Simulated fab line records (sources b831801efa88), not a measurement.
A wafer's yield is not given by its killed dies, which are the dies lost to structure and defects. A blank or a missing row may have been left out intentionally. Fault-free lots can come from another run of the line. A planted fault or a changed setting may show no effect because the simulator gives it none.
One fault through the eyes of 2 desks	flow gf180mcu	each desk holds nothing but its own numbers, with what lay behind them at the end

AT THE TOOL OWNER'S DESK: pvd-sputter-01
At GF_M2_SPUTTER_04 (material TiN, target thk 50 nm, time 41.7 s) the tool's own readings: per lot run on this tool, the mean of the sampled wafers that have a number. A lot is out of limits, marked OUT, if its mean lies more than 4 standard deviations from the usual mean; the brackets give that distance.
Columns: A = throttle-valve-pct at GF_M2_SPUTTER_04, usual 29.7 %
lot	first seen here	A
L947	day 18 12:44	29.7
L951	day 19 20:45	29.9
L958	day 22 07:29	29.2
L960	day 23 06:43	29.0
Result from this desk: across the 4 lots, nothing is out of limits.

AT THE METROLOGY DESK
Lot by lot, what the gauges showed, no matter which tool ran the lot: averages of those sampled wafers that carry a number. A lot is out of limits, marked OUT, if its mean lies more than 4 standard deviations from the usual mean; the brackets give that distance. Readings shown: 7 of its 9, picked as those furthest out on some lot.
Columns: A = V1_W_RS at GF_V1_RS_MEAS_24, usual 0.328 ohm/sq; B = V1_W_THK at GF_V1_THK_MEAS_25, usual 349 nm; C = M2_ALCU_RS at GF_M2_RS_MEAS_05, usual 0.0691 ohm/sq; D = M2_ALCU_THK at GF_M2_THK_MEAS_06, usual 444 nm; E = cd-nm at GF_M2_CD_MEAS_14, usual 280.4 nm; F = V2_CVD_00_THK at GF_V2_THK_MEAS_01, usual 596 nm; G = V2_CVD_02_THK at GF_V2_THK_MEAS_03, usual 847 nm
lot	first seen here	A	B	C	D	E	F	G
L947	day 18 12:05	0.331	342	0.0689	445	280.4	595	839
L951	day 19 20:05	0.324	354	0.0690	444	281.3	593	845
L958	day 22 06:53	0.326	357	0.0689	436	281.5	597	848
L960	day 23 05:50	0.332	342	0.0699	434	279.0	602	847
L961	day 23 15:16	0.333	348	0.0687	449	278.3	595	836
L962	day 24 01:10	0.327	347	0.0681	454	279.7	595	849
Result from this desk: across the 6 lots, nothing is out of limits.

ALL TOGETHER
Nothing out of limits was seen by the tool owner's desk.
The metrology desk saw nothing out of limits.

WHAT WAS PUT IN BY THE SIMULATOR
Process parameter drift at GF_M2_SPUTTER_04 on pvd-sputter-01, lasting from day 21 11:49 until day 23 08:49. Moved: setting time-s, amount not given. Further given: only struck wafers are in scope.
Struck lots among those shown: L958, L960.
